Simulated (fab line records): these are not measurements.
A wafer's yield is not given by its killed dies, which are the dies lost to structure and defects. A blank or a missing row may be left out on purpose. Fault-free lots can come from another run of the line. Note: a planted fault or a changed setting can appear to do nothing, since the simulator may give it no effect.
8D (eight disciplines) problem report, filled in by code | flow gf180mcu | the parts of the form that need people (team, actions taken, sign-off) are left out

1. PROBLEM STATEMENT
Wafers with no fault read 150.0 W with a standard deviation of 0.49, whereas bias-w at GF_STI_ETCH_14 reads a mean of 139.2 W on 1 wafer of 1 lot. Measured from the usual mean, that is -22 standard deviations.
The step: etches Si in HBr/Cl2/O2, target depth 360 nm, time 102.9 s.
First seen on wafer L836.4, day 6 07:43, on rie-si-02. The record has a number at this step for 39 wafers belonging to 13 lots. Rule for "out", or "out of limits": more than 4 standard deviations from the usual mean. The other wafers with a number count as sound.

2. WHAT IT IS; WHAT IT IS NOT
question                    | is               | is not
which readings at this step | bias-w           | HBr_flow_sccm, drypump-motor-current-A, oes-product-au, throttle-valve-pct
which lots                  | L836             | L817, L818, L821, L822, L823, L824, L825, L826, L827, L828, L829, L838
which wafers of those lots  | L836.4           | L836.1, L836.2
read on which tools         | rie-si-02        | rie-si-01
when                        | from day 6 07:43 | up to then (35 sound wafers); but 3 sound wafers of L838 came after

3. SUSPECTS, AND WHAT RULES EACH OUT
Counting: if a tool at a process step up to the reading ran every lot that is out, it stays a suspect. Sound lots after the first of them don't rule it out here, since some wafers of a struck lot are sound.
- rie-si-02 at GF_STI_ETCH_14 (etches Si in HBr/Cl2/O2, target depth 360 nm, time 102.9 s): kept. The lot that is out, L836, ran on it at day 6 07:43; the last sound lot it ran before that was L827, at day 4 10:10. Its own bias-w readings are out on those wafers.
- Within rie-si-02 at GF_STI_ETCH_14: the wafers that are out ran in chamber 2; their sound lot-mates ran in chambers 0, 1.
The count leaves rie-si-02 at GF_STI_ETCH_14.

4. THE CAUSE (what the simulator had put in)
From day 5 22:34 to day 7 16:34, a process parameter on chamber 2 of rie-si-02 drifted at GF_STI_ETCH_14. From 150, the setting bias-w moved by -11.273. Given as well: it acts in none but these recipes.
The count eliminated every tool but this one.

5. THE EFFECT CHAIN, in route order
Each row: a reading where the mean over the struck wafers with a number is more than 3 standard deviations away from the usual. Only readings for which the record gives a usual standard deviation are gone through. hours: the time from each lot's start at the first step in this table that gives one to its start at this step, as a median over the lots. sigmas: the change in usual standard deviations.
hours | step           | reading | usual   | on struck wafers | change | sigmas
0     | GF_STI_ETCH_14 | bias-w  | 150.0 W | 139.2            | -10.8  | -22
It contains these process steps:
- GF_STI_ETCH_14: etches Si in HBr/Cl2/O2, target depth 360 nm, time 102.9 s.
Later measuring or inspecting steps at which every struck wafer that the step has a row for has a number for every such reading, and none has moved that far: GF_MVPSD_OVL_MEAS_07, GF_VT_IMPLANT_OVL_MEAS_07.

6. WHAT WOULD HAVE CAUGHT IT SOONER
The fault began at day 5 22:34; the first out-of-limits reading in this record came at day 6 07:43, 9 hours later.
